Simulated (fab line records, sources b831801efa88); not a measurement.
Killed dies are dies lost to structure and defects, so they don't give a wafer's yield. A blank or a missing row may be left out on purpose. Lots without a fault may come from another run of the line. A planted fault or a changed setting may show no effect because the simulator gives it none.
fab line records | flow sky130
record lots=6 wafers=18 last_day=50
route steps=708 shown GATE_OXIDE@202 POLY_GATE@204 RES_PROTECT@206 LDD_N@237 PAD_OPEN@708
lots that met no fault: from a run of the same line without faults
start_h: hours from the record's first day to the start of the lot's first wafer shown | wait_h: hours since the lot's step before | " the same as in the row above | L1.1+2: a row that stands for several wafers | - no value, or no start given | * or withheld: withheld | < > ~ a bound
route shown NAME@n: a module of which the file shows steps, and the number in the route of the first | usual: mean/standard deviation of fault-free wafers | same: alike in all rows | chamber/n: place in a boat | sites: the reading at each site | _std_site: their standard deviation | _edge_site: outer sites' mean less inner sites' | radius_mm: how far each site lies from the wafer's centre | mask NAME#n: copy n | behind: the tool/chamber that last shaped the wafer | hold: why the lot was held/for how many hours/how that ended | device: the transistor (n, p or np) that didn't switch | end of line: the same wafers' tests at the end of the route | a step without rows: its recipe alone | killed: dies lost to structure and defects at the first sort, not the wafer's yield | map: a wafer's dies, x killed, . not, _ none there
set.NAME: the setting as run; set.NAME@STEP: as run at that earlier step | model.NAME: the simulator's own value behind a step, which no gauge read
lots at some steps of the route; a table a step, a row a wafer
services: from which hour (start_h, from the record's first day; less than 0 if before it) a tool's chamber was out of use, for how many hours, and why
## steps
# step SKY_GATE_OXIDE_CLEAN_15
# recipe chemistry=SC1/SC2 mix=1:4:20 temp_c=70 time_s=150 dry=n2_spin
# step SKY_GATE_OXIDE_OXIDATION_16
# recipe temp_c=800 ambient=O2 idle_temp_c=700 ramp_up_c_per_min=10 ramp_down_c_per_min=3 stabilise_s=600 purge_s=300 target_thk_a=35.7 ox_time_s=1915
# step SKY_POLY_GATE_CVD_00
# recipe material=poly-Si target_thk_nm=180 temp_c=620 time_s=720 pressure_mtorr=200
# step SKY_POLY_GATE_THK_MEAS_01
# recipe reads=poly-Si_of_POLY_GATE_CVD_00
# usual POLY_GATE_CVD_00_THK=179.3/1.7
# columns lot.wafer tool chamber start_h wait_h POLY_GATE_CVD_00_THK[nm]
L177.1 film_metro-01 - 377.33 0.0 181.8
L177.3 " - " " 181.6
L177.6 " - " " 179.5
L176.3 film_metro-03 - 377.35 0.0 179.2
L176.5 " - " " 179.8
L176.6 " - " " 180.2
L179.1 film_metro-02 - 389.74 0.0 179.0
L179.2 " - " " 178.4
L179.3 " - " " 179.4
L182.2 film_metro-02 - 416.58 0.0 178.0
L182.4 " - " " 178.6
L182.5 " - " " 176.8
L186.3 film_metro-02 - 446.59 0.0 176.7
L186.4 " - " " 179.8
L186.6 " - " " 179.0
L190.1 film_metro-03 - 481.12 0.0 178.5
L190.5 " - " " 179.0
L190.6 " - " " 179.4
# step SKY_RES_PROTECT_DEHYDRATE_00
# recipe temp_c=200 time_s=60
# step SKY_RES_PROTECT_HMDS_01
# recipe prime_time_s=60 prime_temp_c=120
# step SKY_RES_PROTECT_COAT_02
# recipe resist=NOVOLAK spin_rpm=3000 resist_thk_nm=1140
# step SKY_RES_PROTECT_SOFTBAKE_03
# recipe temp_c=90 time_s=60 resist=NOVOLAK
# step SKY_RES_PROTECT_EXPOSE_04
# recipe mask_id=RPM na=0.6 source_shape=conventional sigma_outer=0.6 polarization=unpolarized target_cd_nm=1270 dose_mj=131
# step SKY_RES_PROTECT_PEB_05
# recipe temp_c=withheld time_s=* resist=NOVOLAK
# step SKY_RES_PROTECT_DEVELOP_06
# recipe resist=NOVOLAK developer=TMAH develop_time_s=60 dev_temp_c=23
# step SKY_POLY_GATE_IMPLANT_02
# recipe species=P energy_kev=30 dose_cm2=7.7e+15 tilt_deg=0
# step SKY_RES_PROTECT_STRIP_07
# recipe chemistry=O2/N2 power_w=1400 pressure_mtorr=1500 platen_temp_c=withheld o2_flow_sccm=3000 n2_flow_sccm=300 overash_fraction=0.5
# usual drypump_motor_current_A=5.53/0.28 n2_flow_sccm=300.0/0.91 oes_product_au=0.517/0.0049 strip_time_to_endpoint_s=23.28/0.047
# columns lot.wafer tool chamber start_h wait_h drypump_motor_current_A n2_flow_sccm oes_product_au rf_hours_counter_h strip_time_to_endpoint_s
L177.1 plasma_asher-04 1 406.42 0.1 5.06 298.5 0.517 59 23.25
L177.3 " 0 " " 5.58 300.7 0.519 - 23.24
L177.6 " 1 " " 5.02 299.9 0.510 - 23.21
L176.3 plasma_asher-03 1 406.48 0.1 5.54 299.8 0.514 - 23.35
L176.5 " 1 " " 5.51 301.2 0.515 - 23.34
L176.6 " 0 " " 5.99 300.0 0.510 - 23.36
L179.1 plasma_asher-03 1 418.90 0.1 5.58 300.6 0.523 73 23.32
L179.2 " 0 " " 6.05 297.7 0.527 73 23.26
L179.3 " 1 " " 5.56 301.1 0.528 - 23.26
L182.2 plasma_asher-04 1 447.17 0.1 5.04 299.6 0.515 64 23.16
L182.4 " 0 " " 5.69 300.5 0.517 - 23.13
L182.5 " 0 " " 5.64 300.4 0.510 - 23.22
L186.3 plasma_asher-04 1 477.30 0.1 5.04 301.4 0.518 - 23.28
L186.4 " 0 " " 5.65 299.6 0.515 - 23.26
L186.6 " 0 " " 5.64 299.8 0.520 - 23.23
L190.1 plasma_asher-01 1 512.22 0.1 5.48 300.2 0.510 39 23.25
L190.5 " 1 " " 5.49 300.3 0.517 - 23.24
L190.6 " 0 " " 5.48 300.6 0.524 - 23.25
# step SKY_RES_PROTECT_TW_MEAS_08
# usual POLY_GATE_TW=4027/31
# columns lot.wafer tool chamber start_h wait_h POLY_GATE_TW
L177.1 film_metro-03 - 406.52 0.1 3970
L177.3 " - " " 3978
L177.6 " - " " 3984
L176.3 film_metro-01 - 406.56 0.1 4034
L176.5 " - " " 4020
L176.6 " - " " 4025
L179.1 film_metro-03 - 419.00 0.1 3988
L179.2 " - " " 4002
L179.3 " - " " 3986
L182.2 film_metro-03 - 447.28 0.1 4007
L182.4 " - " " 3991
L182.5 " - " " 4005
L186.3 film_metro-04 - 477.39 0.1 4050
L186.4 " - " " 4081
L186.6 " - " " 4049
L190.1 film_metro-01 - 512.32 0.1 4088
L190.5 " - " " 4073
L190.6 " - " " 4065
# step SKY_RES_PROTECT_CLEAN_09
# recipe chemistry=SC1/SC2 mix=1:4:20 temp_c=70 time_s=150 dry=n2_spin
# step SKY_POLY_GATE_CVD_03
# recipe material=Si3N4 precursor=DCS/NH3 target_thk_nm=75 temp_c=770 time_s=1290 pressure_mtorr=250
# step SKY_POLY_GATE_THK_MEAS_04
# recipe reads=Si3N4_of_POLY_GATE_CVD_03
# usual POLY_GATE_CVD_03_THK=75.0/0.73
# columns lot.wafer tool chamber start_h wait_h POLY_GATE_CVD_03_THK[nm]
L177.1 film_metro-03 - 408.96 0.0 75.8
L177.3 " - " " 75.4
L177.6 " - " " 74.5
L176.3 film_metro-02 - 408.98 0.0 74.9
L176.5 " - " " 75.4
L176.6 " - " " 74.6
L179.1 film_metro-02 - 420.89 0.0 76.3
L179.2 " - " " 75.5
L179.3 " - " " 76.3
L182.2 film_metro-03 - 449.42 0.0 75.3
L182.4 " - " " 76.0
L182.5 " - " " 75.7
L186.3 film_metro-02 - 478.85 0.0 74.9
L186.4 " - " " 75.6
L186.6 " - " " 75.6
L190.1 film_metro-02 - 513.78 0.0 73.8
L190.5 " - " " 74.3
L190.6 " - " " 73.7
# step SKY_POLY_GATE_DEHYDRATE_05
# recipe temp_c=200 time_s=60
# step SKY_POLY_GATE_HMDS_06
# recipe prime_time_s=60 prime_temp_c=120
# step SKY_POLY_GATE_COAT_07
# recipe resist=BARC temp_c=withheld time_s=withheld spin_rpm=3000 resist_thk_nm=110
# step SKY_POLY_GATE_COAT_08
# recipe resist=KrF-thick spin_rpm=3000 resist_thk_nm=441.2
# step SKY_POLY_GATE_SOFTBAKE_09
# recipe temp_c=100 time_s=90 resist=KrF-thick
# step SKY_POLY_GATE_EXPOSE_10
# recipe mask_id=P1M na=0.68 source_shape=conventional sigma_outer=0.6 target_cd_nm=150 dose_mj=28
# step SKY_POLY_GATE_PEB_11
# recipe peb_temp_c=withheld peb_time_s=withheld resist=KrF-thick
# step SKY_POLY_GATE_DEVELOP_12
# recipe develop_time_s=60 resist=KrF-thick dev_temp_c=21
# step SKY_POLY_GATE_CD_MEAS_13
# recipe target_cd_nm=150
# usual cd_nm=150.1/1.4
# columns lot.wafer tool chamber start_h wait_h cd_nm
L176.3 cd_sem-01 - 439.28 - 153.0
L176.5 " - " " 152.8
L176.6 " - " " 151.9
L177.1 cd_sem-02 - 439.59 - 150.4
L177.3 " - " " 150.6
L177.6 " - " " 151.0
L179.1 cd_sem-01 - 451.44 - 149.3
L179.2 " - " " 149.5
L179.3 " - " " 149.5
L182.2 cd_sem-02 - 479.89 - 149.3
L182.4 " - " " 149.5
L182.5 " - " " 149.8
L186.3 cd_sem-01 - 509.64 - 149.9
L186.4 " - " " 150.8
L186.6 " - " " 148.8
L190.1 cd_sem-01 - 544.07 - 152.9
L190.5 " - " " 153.1
L190.6 " - " " 153.5
# step SKY_POLY_GATE_OVL_MEAS_14
# usual POLY_GATE_OVL=2/5.8
# columns lot.wafer tool chamber start_h wait_h POLY_GATE_OVL[nm]
L176.3 overlay-01 - 439.37 0.1 -2
L176.5 " - " " -3
L176.6 " - " " 2
L177.1 overlay-02 - 439.71 0.1 8
L177.3 " - " " 8
L177.6 " - " " 0
L179.1 overlay-02 - 451.56 0.1 5
L179.2 " - " " -4
L179.3 " - " " 4
L182.2 overlay-01 - 479.99 0.1 5
L182.4 " - " " 13
L182.5 " - " " 2
L186.3 overlay-01 - 509.73 0.1 -3
L186.4 " - " " -5
L186.6 " - " " -2
L190.1 overlay-02 - 544.19 0.1 4
L190.5 " - " " -8
L190.6 " - " " 3
# step SKY_POLY_GATE_ETCH_15
# recipe chemistry=N2/H2 target=BARC ion_energy_ev=194.4 source_w=500 bias_w=100 pressure_mtorr=30 n2_flow_sccm=100 h2_flow_sccm=200 stop_on=SiO2 time_s=118.5 target_depth_a=1100
# usual bias_w=100.0/0.33 drypump_motor_current_A=5.6/0.36 n2_flow_sccm=100.00/0.28 oes_product_au=0.715/0.0052 throttle_valve_pct=13.212/0.0095
# columns lot.wafer tool chamber start_h wait_h bias_w drypump_motor_current_A n2_flow_sccm oes_product_au rf_hours_counter_h throttle_valve_pct
L176.3 rie_diel-03 1 439.40 0.0 100.1 5.6 100.16 0.711 18 13.206
L176.5 " 2 " " 100.3 6.1 99.75 0.704 - 13.213
L176.6 " 3 " " 100.5 5.4 99.75 0.714 - 13.215
L177.1 rie_diel-01 0 439.75 0.0 99.7 5.7 100.06 0.722 6 13.203
L177.3 " 2 " " 100.5 5.9 100.33 0.710 6 13.208
L177.6 " 3 " " 99.0 5.6 100.12 0.713 - 13.199
L179.1 rie_diel-03 2 451.60 0.0 99.7 6.1 99.94 0.714 41 13.220
L179.2 " 3 " " 100.0 5.4 99.97 0.715 5 13.215
L179.3 " 0 " " 100.2 5.1 100.03 0.718 26 13.218
L182.2 rie_diel-02 0 480.02 0.0 100.1 6.1 99.60 0.719 16 13.205
L182.4 " 1 " " 100.1 5.7 99.75 0.716 7 13.225
L182.5 " 0 " " 99.9 6.1 99.57 0.713 - 13.200
L186.3 rie_diel-01 3 509.75 0.0 100.2 5.6 99.58 0.713 7 13.223
L186.4 " 2 " " 99.9 5.8 100.08 0.721 7 13.216
L186.6 " 2 " " 99.7 5.8 100.02 0.718 - 13.210
L190.1 rie_diel-03 0 544.22 0.0 100.0 5.1 99.59 0.722 27 13.211
L190.5 " 0 " " 100.4 5.0 99.72 0.724 - 13.227
L190.6 " 1 " " 100.3 5.6 100.10 0.719 - 13.200
# step SKY_POLY_GATE_ETCH_16
# recipe stop_on=poly-Si chemistry=CH3F/O2 target=Si3N4 source_w=400 bias_w=80 pressure_mtorr=25 ch3f_flow_sccm=40 O2_flow_sccm=30 time_s=147.5 target_depth_a=750
# usual bias_w=80.00/0.23 ch3f_flow_sccm=39.98/0.13 drypump_motor_current_A=5.5/0.36 oes_product_au=0.640/0.0051 throttle_valve_pct=10.535/0.01
# columns lot.wafer tool chamber start_h wait_h bias_w ch3f_flow_sccm drypump_motor_current_A oes_product_au rf_hours_counter_h throttle_valve_pct
L176.3 rie_diel-03 1 439.48 0.0 80.27 40.07 5.6 0.642 18 10.547
L176.5 " 2 " " 79.89 39.87 6.1 0.648 - 10.530
L176.6 " 3 " " 79.78 39.94 5.4 0.635 - 10.552
L177.1 rie_diel-01 0 439.83 0.0 79.86 39.78 5.7 0.645 6 10.523
L177.3 " 2 " " 80.02 39.94 5.8 0.638 6 10.539
L177.6 " 3 " " 80.18 40.03 5.6 0.645 - 10.549
L179.1 rie_diel-03 2 451.68 0.0 80.40 39.91 6.0 0.647 41 10.535
L179.2 " 3 " " 80.07 39.90 5.4 0.645 5 10.530
L179.3 " 0 " " 79.82 40.01 5.1 0.644 26 10.534
L182.2 rie_diel-02 0 480.10 0.0 79.90 40.24 6.1 0.640 16 10.533
L182.4 " 1 " " 79.66 39.89 5.7 0.645 7 10.529
L182.5 " 0 " " 80.34 40.02 6.0 0.650 - 10.528
L186.3 rie_diel-01 3 509.84 0.0 79.90 40.02 5.6 0.636 7 10.539
L186.4 " 2 " " 80.13 40.07 5.9 0.642 8 10.525
L186.6 " 2 " " 79.57 39.97 5.9 0.639 - 10.546
L190.1 rie_diel-03 0 544.30 0.0 79.91 40.11 5.1 0.632 27 10.534
L190.5 " 0 " " 79.87 40.17 5.1 0.637 - 10.522
L190.6 " 1 " " 80.25 39.93 5.6 0.641 - 10.552
# step SKY_POLY_GATE_ETCH_17
# recipe target_depth_nm=180 stop_on=SiO2 over_etch_frac=0.56667 chemistry=HBr/Cl2 target=poly-Si icp_w=400 bias_w=100 pressure_mtorr=10 HBr_flow_sccm=150 Cl2_flow_sccm=50 time_s=70.5
# usual bias_w=100.02/0.29 drypump_motor_current_A=5.65/0.24 oes_product_au=0.981/0.0067 throttle_valve_pct=33.685/0.0089
# columns lot.wafer tool chamber start_h wait_h bias_w drypump_motor_current_A oes_product_au rf_hours_counter_h throttle_valve_pct
L176.3 rie_si-01 2 439.58 0.0 99.82 5.61 0.973 3 33.682
L176.5 " 0 " " 100.27 5.39 0.977 - 33.680
L176.6 " 3 " " 99.92 5.76 0.984 - 33.695
L177.1 rie_si-01 3 439.93 0.0 100.15 5.76 0.990 10 33.688
L177.3 " 0 " " 99.61 5.41 0.985 2 33.693
L177.6 " 3 " " 99.65 5.77 0.979 - 33.692
L179.1 rie_si-01 2 451.78 0.0 99.77 5.63 0.989 4 33.676
L179.2 " 0 " " 100.37 5.38 0.968 3 33.686
L179.3 " 3 " " 99.43 5.77 0.978 10 33.691
L182.2 rie_si-02 1 480.20 0.0 99.73 6.37 0.982 2 33.676
L182.4 " 0 " " 99.99 5.51 0.984 24 33.690
L182.5 " 2 " " 99.71 5.49 0.967 - 33.684
L186.3 rie_si-02 1 509.94 0.0 99.97 6.38 0.981 2 33.696
L186.4 " 0 " " 100.57 5.53 0.990 24 33.676
L186.6 " 0 " " 100.27 5.51 0.987 - 33.692
L190.1 rie_si-01 1 544.40 0.0 100.24 5.75 0.986 0 33.673
L190.5 " 1 " " 100.10 5.75 0.988 - 33.681
L190.6 " 0 " " 100.11 5.43 0.979 - 33.683
# step SKY_POLY_GATE_STRIP_18
# recipe chemistry=O2/N2 power_w=1400 pressure_mtorr=1500 platen_temp_c=withheld o2_flow_sccm=3000 n2_flow_sccm=300 overash_fraction=0.5
# usual drypump_motor_current_A=5.4/0.46 n2_flow_sccm=300.1/0.85 oes_product_au=0.358/0.0047 strip_time_to_endpoint_s=3.10/0.031
# columns lot.wafer tool chamber start_h wait_h drypump_motor_current_A n2_flow_sccm oes_product_au rf_hours_counter_h strip_time_to_endpoint_s
L176.3 plasma_asher-02 0 439.67 0.1 5.8 299.5 0.355 - 3.13
L176.5 " 1 " " 4.7 299.3 0.364 - 3.09
L176.6 " 0 " " 5.8 298.5 0.365 - 3.09
L177.1 plasma_asher-04 0 439.99 0.0 5.7 298.7 0.353 63 3.05
L177.3 " 0 " " 5.6 299.6 0.352 - 3.06
L177.6 " 0 " " 5.6 299.1 0.354 - 3.07
L179.1 plasma_asher-03 0 451.84 0.0 6.0 300.6 0.359 2 3.13
L179.2 " 1 " " 5.5 301.1 0.361 2 3.11
L179.3 " 0 " " 6.0 300.5 0.360 - 3.09
L182.2 plasma_asher-04 0 480.26 0.0 5.6 299.2 0.354 67 3.07
L182.4 " 0 " " 5.6 299.9 0.357 - 3.03
L182.5 " 1 " " 5.0 299.1 0.357 - 3.08
L186.3 plasma_asher-02 1 510.02 0.1 4.7 300.7 0.357 - 3.11
L186.4 " 0 " " 5.8 299.2 0.350 - 3.05
L186.6 " 1 " " 4.7 300.2 0.358 - 3.06
L190.1 plasma_asher-03 0 544.46 0.0 6.0 300.2 0.365 9 3.10
L190.5 " 1 " " 5.6 300.5 0.353 - 3.10
L190.6 " 0 " " 6.0 300.6 0.362 - 3.12
# step SKY_POLY_GATE_CLEAN_19
# recipe chemistry=SC1/SC2 mix=1:4:20 temp_c=70 time_s=150 dry=n2_spin
# step SKY_POLY_GATE_OXIDATION_20
# recipe temp_c=850 ambient=O2 stabilise_s=600 purge_s=300 target_thk_a=40 ox_time_s=899
# step SKY_POLY_GATE_THK_MEAS_21
# recipe reads=SiO2_of_POLY_GATE_OXIDATION_20
# usual POLY_GATE_OXIDATION_THK=3.99/0.074
# columns lot.wafer tool chamber start_h wait_h POLY_GATE_OXIDATION_THK[nm]
L176.3 film_metro-01 - 441.06 0.0 3.94
L176.5 " - " " 4.03
L176.6 " - " " 3.94
L177.1 film_metro-02 - 442.28 0.0 3.99
L177.3 " - " " 3.97
L177.6 " - " " 3.92
L179.1 film_metro-01 - 453.39 0.0 4.10
L179.2 " - " " 3.96
L179.3 " - " " 4.04
L182.2 film_metro-03 - 481.67 0.0 3.95
L182.4 " - " " 4.01
L182.5 " - " " 3.93
L186.3 film_metro-02 - 511.41 0.0 3.94
L186.4 " - " " 3.82
L186.6 " - " " 3.86
L190.1 film_metro-02 - 546.40 0.0 4.03
L190.5 " - " " 3.98
L190.6 " - " " 4.07
# step SKY_POLY_GATE_CD_MEAS_22
# usual cd_nm=150.1/1.8
# columns lot.wafer tool chamber start_h wait_h cd_nm
L176.3 cd_sem-02 - 441.15 0.1 151.6
L176.5 " - " " 151.9
L176.6 " - " " 151.0
L177.1 cd_sem-02 - 442.34 0.1 149.6
L177.3 " - " " 150.0
L177.6 " - " " 149.7
L179.1 cd_sem-02 - 453.45 0.1 149.6
L179.2 " - " " 148.7
L179.3 " - " " 148.9
L182.2 cd_sem-02 - 481.75 0.1 149.2
L182.4 " - " " 150.3
L182.5 " - " " 149.9
L186.3 cd_sem-01 - 511.51 0.1 152.6
L186.4 " - " " 154.9
L186.6 " - " " 152.4
L190.1 cd_sem-02 - 546.53 0.1 150.5
L190.5 " - " " 150.5
L190.6 " - " " 153.6
# step SKY_LDD_N_DEHYDRATE_00
# recipe temp_c=200 time_s=60
# step SKY_LDD_N_HMDS_01
# recipe prime_time_s=60 prime_temp_c=120
# step SKY_LDD_N_COAT_02
# recipe resist=NOVOLAK spin_rpm=3000 resist_thk_nm=300
# step SKY_LDD_N_SOFTBAKE_03
# recipe temp_c=90 time_s=60 resist=NOVOLAK
# step SKY_LDD_N_EXPOSE_04
# recipe mask_id=NTM target_cd_nm=840 na=0.6 source_shape=conventional sigma_outer=0.6 dose_mj=110
# step SKY_LDD_N_PEB_05
# recipe temp_c=withheld time_s=* resist=NOVOLAK
# step SKY_LDD_N_DEVELOP_06
# recipe develop_time_s=60 dev_temp_c=23
# step SKY_PAD_OPEN_PROBE_99
# usual killed_at_M0_to_M3=44/7.1 killed_at_M4_up=3.1/1.9 killed_at_contacts=25/5.8 killed_at_front_end=16/4.5 killed_at_other=0.3/0.52 killed_dies=88/9.1 killed_open=48/6.8 killed_short=39/5.8
# same gross_dies=492 killed_at_back_side=0
# columns lot.wafer tool chamber start_h wait_h hold killed_at_M0_to_M3 killed_at_M4_up killed_at_contacts killed_at_front_end killed_at_other killed_dies killed_open killed_short
L176.3 prober-01 - 1132.25 0.2 - 34 3 16 16 0 69 35 34
L176.5 prober-01 - 1132.35 0.2 - 49 1 19 12 1 82 43 38
L176.6 prober-01 - 1132.40 0.2 - 51 6 17 12 0 86 47 39
L177.1 prober-02 - 1135.52 0.1 - 39 4 29 9 1 82 48 34
L177.3 prober-02 - 1135.62 0.2 - 37 1 30 9 0 77 34 43
L177.6 prober-02 - 1135.77 0.2 - 43 3 22 14 0 82 48 34
L179.1 prober-01 - 1137.02 0.1 - 58 8 32 13 0 111 54 57
L179.2 prober-01 - 1137.07 0.1 - 59 4 26 14 0 103 51 50
L179.3 prober-01 - 1137.12 0.2 - 44 8 18 7 0 77 41 35
L182.2 prober-01 - 1148.01 0.1 await_dispo/2.5h/release 39 2 27 15 66 149 51 32
L182.4 prober-01 - 1148.11 0.2 await_dispo/2.5h/release 28 2 14 28 52 124 37 35
L182.5 prober-01 - 1148.16 0.2 await_dispo/2.5h/release 34 1 22 16 51 124 40 33
L186.3 prober-01 - 1168.33 0.2 await_dispo/3.9h/release 30 4 22 15 55 126 33 38
L186.4 prober-01 - 1168.38 0.2 await_dispo/3.9h/release 30 1 34 11 57 133 45 32
L186.6 prober-01 - 1168.48 0.2 await_dispo/3.9h/release 37 1 39 11 56 144 43 45
L190.1 prober-01 - 1187.96 0.1 - 41 4 22 11 0 78 44 34
L190.5 prober-01 - 1188.16 0.2 - 61 1 19 12 0 93 59 34
L190.6 prober-01 - 1188.21 0.2 - 37 3 21 14 1 76 41 35
# killed by level:class
L176.3 VIA1:geometric_particle:open=8 CONTACT:geometric_particle:open=6 VIA3:geometric_particle:open=6 VIA1:geometric_particle:short=5 FIELD_ISO:geometric_particle:open=4 METAL1:geometric_particle:short=4 METAL3:geometric_particle:short=4 FIELD_ISO:geometric_particle:short=3
L176.5 VIA1:geometric_particle:open=13 VIA1:geometric_particle:short=8 CONTACT:geometric_particle:open=7 METAL1:geometric_particle:short=7 LI_CONTACT:geometric_particle:open=6 METAL2:geometric_particle:short=5 VIA2:geometric_particle:short=5 FIELD_ISO:geometric_particle:open=4
L176.6 VIA1:geometric_particle:open=10 VIA3:geometric_particle:open=8 CONTACT:geometric_particle:open=7 METAL1:geometric_particle:short=7 VIA2:geometric_particle:open=7 METAL2:geometric_particle:short=6 LOCAL_INTERCONNECT:geometric_particle:short=5 POLY_GATE:geometric_particle:open=3
L177.1 CONTACT:geometric_particle:open=15 VIA1:geometric_particle:open=10 VIA3:geometric_particle:open=9 CONTACT:geometric_particle:short=7 VIA1:geometric_particle:short=5 FIELD_ISO:geometric_particle:short=4 VIA2:geometric_particle:open=4 METAL1:geometric_particle:short=3
L177.3 LOCAL_INTERCONNECT:geometric_particle:short=9 VIA1:geometric_particle:open=8 VIA3:geometric_particle:open=7 CONTACT:geometric_particle:open=7 METAL1:geometric_particle:short=6 LI_CONTACT:geometric_particle:short=5 CONTACT:geometric_particle:short=5 POLY_GATE:geometric_particle:short=3
L177.6 VIA3:geometric_particle:open=9 VIA1:geometric_particle:open=8 CONTACT:geometric_particle:open=7 METAL1:geometric_particle:short=6 CONTACT:geometric_particle:short=6 FIELD_ISO:geometric_particle:open=5 VIA1:geometric_particle:short=5 LOCAL_INTERCONNECT:geometric_particle:short=4
L179.1 CONTACT:geometric_particle:open=15 METAL1:geometric_particle:short=10 VIA1:geometric_particle:open=9 METAL2:geometric_particle:short=8 CONTACT:geometric_particle:short=8 VIA2:geometric_particle:open=8 METAL4:geometric_particle:short=6 VIA3:geometric_particle:short=6
L179.2 VIA1:geometric_particle:open=15 CONTACT:geometric_particle:open=8 METAL3:geometric_particle:short=8 METAL2:geometric_particle:short=7 VIA3:geometric_particle:open=6 LOCAL_INTERCONNECT:geometric_particle:short=6 METAL1:geometric_particle:short=6 VIA1:geometric_particle:short=6
L179.3 VIA1:geometric_particle:open=10 VIA2:geometric_particle:open=8 VIA3:geometric_particle:open=7 METAL1:geometric_particle:short=5 METAL4:geometric_particle:short=5 LOCAL_INTERCONNECT:geometric_particle:short=4 LI_CONTACT:geometric_particle:open=4 METAL2:geometric_particle:short=4
L182.2 RES_PROTECT:unspecified=66 VIA1:geometric_particle:open=12 CONTACT:geometric_particle:open=11 LI_CONTACT:geometric_particle:open=7 VIA2:geometric_particle:open=6 FIELD_ISO:geometric_particle:open=4 POLY_GATE:geometric_particle:open=4 CONTACT:geometric_particle:short=4
L182.4 RES_PROTECT:unspecified=52 VIA1:geometric_particle:open=10 FIELD_ISO:geometric_particle:short=8 POLY_GATE:geometric_particle:open=6 POLY_GATE:geometric_particle:short=5 VIA3:geometric_particle:open=5 FIELD_ISO:geometric_particle:open=4 VIA1:geometric_particle:short=4
L182.5 RES_PROTECT:unspecified=51 METAL2:geometric_particle:short=9 CONTACT:geometric_particle:open=8 LOCAL_INTERCONNECT:geometric_particle:short=5 VIA1:geometric_particle:open=5 VIA2:geometric_particle:open=5 VIA3:geometric_particle:open=5 LI_CONTACT:geometric_particle:open=4
L186.3 RES_PROTECT:unspecified=55 VIA1:geometric_particle:open=7 CONTACT:geometric_particle:open=7 VIA1:geometric_particle:short=6 LI_CONTACT:geometric_particle:open=5 LI_CONTACT:geometric_particle:short=5 VIA2:geometric_particle:open=5 FIELD_ISO:geometric_particle:short=4
L186.4 RES_PROTECT:unspecified=56 CONTACT:geometric_particle:open=12 LI_CONTACT:geometric_particle:open=11 VIA1:geometric_particle:open=9 LOCAL_INTERCONNECT:geometric_particle:short=5 METAL2:geometric_particle:short=5 METAL1:geometric_particle:short=4 FIELD_ISO:geometric_particle:short=3
L186.6 RES_PROTECT:unspecified=56 CONTACT:geometric_particle:open=12 VIA1:geometric_particle:open=9 LOCAL_INTERCONNECT:geometric_particle:short=8 CONTACT:geometric_particle:short=6 FIELD_ISO:geometric_particle:short=5 LI_CONTACT:geometric_particle:short=5 LI_CONTACT:geometric_particle:open=5
L190.1 CONTACT:geometric_particle:open=12 VIA1:geometric_particle:open=11 METAL2:geometric_particle:short=7 VIA3:geometric_particle:open=6 VIA2:geometric_particle:short=5 FIELD_ISO:geometric_particle:short=4 POLY_GATE:geometric_particle:open=4 CONTACT:geometric_particle:short=4
L190.5 VIA1:geometric_particle:open=18 LI_CONTACT:geometric_particle:open=8 METAL1:geometric_particle:short=8 METAL2:geometric_particle:short=8 CONTACT:geometric_particle:open=7 VIA3:geometric_particle:open=6 VIA1:geometric_particle:short=5 VIA2:geometric_particle:open=5
L190.6 METAL2:geometric_particle:short=9 CONTACT:geometric_particle:open=9 VIA1:geometric_particle:open=9 LI_CONTACT:geometric_particle:open=6 LOCAL_INTERCONNECT:geometric_particle:short=6 VIA2:geometric_particle:open=5 POLY_GATE:geometric_particle:short=4 POLY_GATE:geometric_particle:open=3
# map L182.2 (x killed, . not)
__________.........._________
________xxx.......xx.._______
______......x....x...x.._____
_____........x....x..xx..____
____...x........xx...xx...___
___........xx...x.x........__
__x....xxx............xx...._
_...x........x....x....x...x.
_x..........x.........x.....x
_...........x.........x......
_....xx.x.......xx.x....x....
_...xx.....x..x.xxxx...xx...x
_..x..x......xxxxxxxxx.......
_....xxx...x.xxxxxxxxx....xx.
_..x.....x.xx.xxxxxxxxxx.....
__....x......x.xxxxxxxx..xx._
___.....xx...xxxxxxxxxx.x..__
____........x.xx.xxxxxx...___
_____x..xx.x..x.xxxxx...x____
______.......x..x......._____
________x.xx...x..x..x_______
__________.........._________
# map L186.6 (x killed, . not)
__________...x...x.._________
________.x..x........._______
______x.......x....x...._____
_____x..x..x.............____
____.x....x.x...x...x.....___
___..x....x...x....x.......__
__.x..........xx..........x._
_....................xx..xx.x
_.x...x.....x.x...xxx.xx.x.xx
_...x.....xxx..xxxxxx.x......
_.x..x..x...x.xxxxxxxx..x.x..
_...x..x......xxxxxxxxxx...x.
_....x.x.x.x..xxxxxxxxx.....x
_x...xx...x....xxxxxxxx..x...
_....x...x....xxxxxxxxx......
__.....x..x....xxxxxxx......_
___..x..........x.x...x....__
____...................xx.___
_____......x...x...x.x...____
______.....x...x..x.x..._____
________xx....x......._______
__________..x..x...._________
## services
# columns tool chamber start_h hours kind
rie_diel-01 - 396.19 1.0 repair
rie_diel-02 2 402.68 3.6 repair
rie_diel-03 - 402.86 0.9 repair
rie_si-02 0 405.33 7.5 repair
plasma_asher-03 - 421.28 9.0 pm
plasma_asher-03 0 421.28 9.0 vent_cycle
rie_si-02 - 431.96 28.1 pm
rie_si-01 1 439.26 2.5 repair
plasma_asher-02 - 442.47 2.1 repair
plasma_asher-02 - 452.42 1.6 repair
plasma_asher-04 - 471.13 0.5 repair
rie_diel-01 2 472.39 10.8 repair
plasma_asher-03 - 473.48 14.6 pm
rie_diel-01 0 484.43 6.8 repair
rie_diel-01 3 487.15 14.9 repair
plasma_asher-01 - 487.77 3.3 repair
plasma_asher-03 - 488.21 2.8 repair
rie_diel-01 0 493.83 9.9 repair
rie_diel-02 3 503.11 4.9 repair
rie_diel-02 2 518.10 6.9 repair
rie_diel-03 3 528.59 7.3 repair
rie_diel-02 - 534.46 18.6 repair
rie_si-02 - 541.72 15.6 pm
rie_diel-01 - 541.82 2.8 pm
## key
first_sign step=SKY_PAD_OPEN_PROBE_99 reading=killed_at_other direction=up sigmas=56 usual=0.3 struck=56.2
effect step=SKY_PAD_OPEN_PROBE_99 reading=killed_dies direction=up sigmas=5 usual=88 struck=133
met_at SKY_RES_PROTECT_STRIP_07
struck_wafers L182.2,L182.4,L182.5,L186.3,L186.4,L186.6
tester_left_out L182,L186
onset_between 406.42 447.17
also_fits SKY_POLY_GATE_ETCH_17:rie_si-02
fault kind=chamber_particle_source tool=plasma_asher-04 chamber=- onset_h=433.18 steps=SKY_RES_PROTECT_STRIP_07 rate_per_visit_cm2=0.95378 end_h=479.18
# tester_left_out: of these lots the tester's yield and bins aren't shown, on N5 and GAA mostly nor the transistor test; their killed dies are dies lost to structure and defects alone, not to doping, threshold or leakage, so they don't give the yield
